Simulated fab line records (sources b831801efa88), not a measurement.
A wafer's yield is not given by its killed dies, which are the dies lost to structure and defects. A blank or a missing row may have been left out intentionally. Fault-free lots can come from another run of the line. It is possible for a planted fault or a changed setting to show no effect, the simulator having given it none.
Matching of chambers / flow gf180mcu / GF_V3_CMP_26 on cmp-01: 4 sister chambers
The step polishes, stops on SiO2, t overpolish 15 s, target thk 0 nm. 8 wafers are shown with their chamber, then 7 later ones without.

== WAFERS, EACH WITH ITS CHAMBER ==
wafer=L365.3; chamber=1; motorCurrentA (A)=10.8; timeToEndpointS (s)=77
wafer=L365.5; chamber=1; motorCurrentA (A)=10.3; timeToEndpointS (s)=84
wafer=L365.6; chamber=2; motorCurrentA (A)=12.6; timeToEndpointS (s)=90
wafer=L366.1; chamber=2; motorCurrentA (A)=12.3; timeToEndpointS (s)=92
wafer=L366.3; chamber=3; motorCurrentA (A)=10.4; timeToEndpointS (s)=83
wafer=L366.4; chamber=0; motorCurrentA (A)=10.6; timeToEndpointS (s)=81
wafer=L367.1; chamber=3; motorCurrentA (A)=10.6; timeToEndpointS (s)=79
wafer=L367.3; chamber=0; motorCurrentA (A)=10.5; timeToEndpointS (s)=77

== WAFERS MISSING THEIR CHAMBER ==
wafer=L367.4; motorCurrentA (A)=12.0; timeToEndpointS (s)=87
wafer=L368.1; motorCurrentA (A)=10.9; timeToEndpointS (s)=80
wafer=L368.3; motorCurrentA (A)=10.3; timeToEndpointS (s)=79
wafer=L368.6; motorCurrentA (A)=10.7; timeToEndpointS (s)=80
wafer=L383.1; motorCurrentA (A)=10.3; timeToEndpointS (s)=82
wafer=L383.2; motorCurrentA (A)=10.7; timeToEndpointS (s)=86
wafer=L383.3; motorCurrentA (A)=10.0; timeToEndpointS (s)=84

== WHICH CHAMBER EACH WENT THROUGH ==
wafer=L367.4; from the rows above=2; in truth=2
wafer=L368.1; from the rows above=can't be placed: 1 or 0 or 3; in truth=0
wafer=L368.3; from the rows above=can't be placed: 3 or 0 or 1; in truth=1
wafer=L368.6; from the rows above=can't be placed: 1 or 0 or 3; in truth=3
wafer=L383.1; from the rows above=can't be placed: 3 or 1 or 0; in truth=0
wafer=L383.2; from the rows above=can't be placed: 3 or 1 or 0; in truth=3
wafer=L383.3; from the rows above=can't be placed: 3 or 1 or 0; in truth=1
1 of 7 placed correctly. Unplaceable from these rows: 6, with the true chamber sitting among the candidates in 6. Placed wrongly: 0.
How it was worked out, from the rows above alone: a wafer's distance from a chamber is the root of the sum, over the readings, of the square of ((its reading less the chamber's mean) divided by the reading's scatter). If the next closest chamber is less than 2 further off than the closest, the wafer can't be placed; otherwise it belongs to the closest. For every chamber, the mean is computed from those of its wafers that are shown. The scatter is the square root of a quotient: the sum, over the shown wafers, of each reading's squared deviation from its chamber's mean, divided by wafers minus chambers.
